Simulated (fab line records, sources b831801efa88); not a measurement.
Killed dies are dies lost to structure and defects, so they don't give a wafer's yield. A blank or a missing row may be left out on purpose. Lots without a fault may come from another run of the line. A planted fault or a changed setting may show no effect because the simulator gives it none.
Which tool did it? | flow sky130 | 15 lots, 45 wafers sampled, at 2 steps of a route of 708

WHAT THE GAUGES READ, wafer by wafer
SKY_VIA1_THK_MEAS_01. Usual: VIA1_HDPCVD_THK 1034 nm, standard deviation 12.
lot  | measured     | on            | VIA1_HDPCVD_THK (nm) | flag
L312 | day 34 09:23 | film_metro-01 | 1040 1052 1036       |
L314 | day 34 20:04 | film_metro-01 | 1038 1032 1050       |
L313 | day 34 20:18 | film_metro-01 | 1014 1033 1032       |
L315 | day 35 04:56 | film_metro-03 | 1048 1045 1038       |
L316 | day 35 14:49 | film_metro-02 | 1023 1031 1025       |
L320 | day 37 06:12 | film_metro-01 | 1817 1799 1812       | OFF
L321 | day 37 10:38 | film_metro-01 | 1816 1820 1788       | OFF
L322 | day 37 17:10 | film_metro-03 | 1793 1805 1822       | OFF
L326 | day 39 06:44 | film_metro-01 | 1041 1030 1049       |
L328 | day 39 14:58 | film_metro-02 | 1050 1034 1032       |
L331 | day 40 10:09 | film_metro-02 | 1032 1041 1044       |
L332 | day 40 10:30 | film_metro-01 | 1023 1031 1028       |
L333 | day 40 17:04 | film_metro-03 | 1039 1024 1031       |
L334 | day 40 19:27 | film_metro-01 | 1037 1045 1033       |
L335 | day 41 01:06 | film_metro-02 | 1053 1036 1024       |

WHICH TOOL RAN EACH LOT (tool, then ch and the chambers of the sampled wafers, then the start)
lot  | SKY_VIA1_HDPCVD_00
L312 | hdpcvd-02 ch 0,1, day 34 09:16
L314 | hdpcvd-02 ch 0,1,2, day 34 19:56
L313 | hdpcvd-01 ch 1, day 34 20:08
L315 | hdpcvd-01 ch 1,2, day 35 04:49
L316 | hdpcvd-01 ch 1,2, day 35 14:42
L320 | hdpcvd-02 ch 0,1,2, day 37 06:04
L321 | hdpcvd-02 ch 0,1,2, day 37 10:34
L322 | hdpcvd-02 ch 0,1,2, day 37 17:03
L326 | hdpcvd-01 ch 0,1,2, day 39 06:37
L328 | hdpcvd-01 ch 0,1, day 39 14:51
L331 | hdpcvd-02 ch 0,1, day 40 10:02
L332 | hdpcvd-01 ch 0,1,2, day 40 10:23
L333 | hdpcvd-02 ch 0,1,2, day 40 16:58
L334 | hdpcvd-02 ch 0,2, day 40 19:20
L335 | hdpcvd-02 ch 0,1, day 41 00:59
- SKY_VIA1_HDPCVD_00: deposits SiO2, target thk 1030 nm, time 171.7 s.

WHAT THE TOOLS THEMSELVES READ (means of the sampled wafers that have a number; where no wafer has one, the mark that the record gives instead)
The record holds no such reading with a usual standard deviation.

THE ANSWER, worked out from the rows above alone
Rule: a lot is off if the mean of its wafers that have a number lies more than 3 standard deviations from the usual mean. A lot without any number at a reading at which 4 lots or more have one is off too. The other lots that the step has rows for count as sound. The gauges are gone through in route order, then the tools' own readings, and for those a lot's mean is taken as printed above. The first step at which some lot is off is used, and at that step the reading that is off furthest; a lot without a number counts as furthest.
Off: L320, L321, L322, at SKY_VIA1_THK_MEAS_01 (VIA1_HDPCVD_THK).
A tool fits if, at a process step before that reading, it ran every lot that is off, and no sound lot after the first of them. The gauges at SKY_VIA1_THK_MEAS_01 are tried like those tools. None of those tried fits.

WHAT THE SIMULATOR HAD PUT IN
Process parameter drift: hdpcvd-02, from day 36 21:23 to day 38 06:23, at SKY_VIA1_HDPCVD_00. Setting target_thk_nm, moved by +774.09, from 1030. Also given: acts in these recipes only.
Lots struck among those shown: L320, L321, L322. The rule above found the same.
